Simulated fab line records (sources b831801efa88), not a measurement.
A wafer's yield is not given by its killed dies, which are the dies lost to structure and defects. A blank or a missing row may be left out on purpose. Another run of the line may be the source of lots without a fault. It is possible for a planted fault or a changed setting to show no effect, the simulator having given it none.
Matching of chambers / flow sky130 / 3 sister chambers for SKY_PASSIVATION_CVD_00 on pecvd-03
The step deposits SiO2, target thk 90 nm. 24 wafers are shown with their chamber, then 12 later ones without.

== WAFERS WITH THEIR CHAMBER ==
wafer=L077.1; chamber=2; heaterPowerW (W)=571
wafer=L077.4; chamber=1; heaterPowerW (W)=678
wafer=L077.6; chamber=0; heaterPowerW (W)=807
wafer=L079.2; chamber=2; heaterPowerW (W)=560
wafer=L079.4; chamber=1; heaterPowerW (W)=550
wafer=L079.5; chamber=0; heaterPowerW (W)=869
wafer=L081.1; chamber=0; heaterPowerW (W)=726
wafer=L081.2; chamber=2; heaterPowerW (W)=657
wafer=L081.6; chamber=1; heaterPowerW (W)=664
wafer=L084.1; chamber=0; heaterPowerW (W)=800
wafer=L084.2; chamber=2; heaterPowerW (W)=659
wafer=L084.3; chamber=1; heaterPowerW (W)=652
wafer=L084.4; chamber=0; heaterPowerW (W)=795
wafer=L084.5; chamber=1; heaterPowerW (W)=650
wafer=L084.6; chamber=2; heaterPowerW (W)=656
wafer=L085.2; chamber=1; heaterPowerW (W)=626
wafer=L085.4; chamber=0; heaterPowerW (W)=860
wafer=L085.5; chamber=1; heaterPowerW (W)=627
wafer=L089.1; chamber=2; heaterPowerW (W)=654
wafer=L089.3; chamber=0; heaterPowerW (W)=828
wafer=L089.6; chamber=2; heaterPowerW (W)=674
wafer=L090.1; chamber=0; heaterPowerW (W)=861
wafer=L090.2; chamber=2; heaterPowerW (W)=640
wafer=L090.3; chamber=1; heaterPowerW (W)=573

SIGNATURES, as means of the wafers listed above
reading=heaterPowerW; chamber 0=818.25; chamber 1=627.50; chamber 2=633.88; scatter within a chamber=45.2
Rule: for a wafer and a chamber, the distance is found by dividing, reading by reading, the gap between the wafer's reading and the chamber's mean by the reading's scatter, squaring, summing and taking the root. The wafer belongs to the nearest chamber; if the next one is less than 2 further off, it can't be placed. The scatter: the root of (the sum of the squares of (reading less its chamber's mean) over the shown wafers, divided by (wafers less chambers)).

== WAFERS WITHOUT THEIR CHAMBER ==
wafer=L090.4; heaterPowerW (W)=649
wafer=L090.5; heaterPowerW (W)=582
wafer=L090.6; heaterPowerW (W)=878
wafer=L091.1; heaterPowerW (W)=564
wafer=L091.2; heaterPowerW (W)=806
wafer=L091.3; heaterPowerW (W)=597
wafer=L091.4; heaterPowerW (W)=591
wafer=L091.5; heaterPowerW (W)=807
wafer=L091.6; heaterPowerW (W)=561
wafer=L097.1; heaterPowerW (W)=629
wafer=L097.4; heaterPowerW (W)=622
wafer=L097.5; heaterPowerW (W)=550

== WHICH CHAMBER EACH ONE RAN IN ==
wafer=L090.4; from the rows above=can't be placed: 2 or 1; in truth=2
wafer=L090.5; from the rows above=can't be placed: 1 or 2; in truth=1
wafer=L090.6; from the rows above=0; in truth=0
wafer=L091.1; from the rows above=can't be placed: 1 or 2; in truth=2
wafer=L091.2; from the rows above=0; in truth=0
wafer=L091.3; from the rows above=can't be placed: 1 or 2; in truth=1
wafer=L091.4; from the rows above=can't be placed: 1 or 2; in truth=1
wafer=L091.5; from the rows above=0; in truth=0
wafer=L091.6; from the rows above=can't be placed: 1 or 2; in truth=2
wafer=L097.1; from the rows above=can't be placed: 1 or 2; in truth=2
wafer=L097.4; from the rows above=can't be placed: 1 or 2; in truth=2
wafer=L097.5; from the rows above=can't be placed: 1 or 2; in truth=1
Placed correctly: 3 of 12. Cannot be placed on the basis of these rows: 9; the candidates contain the true chamber in 9. Number placed wrongly: 0.
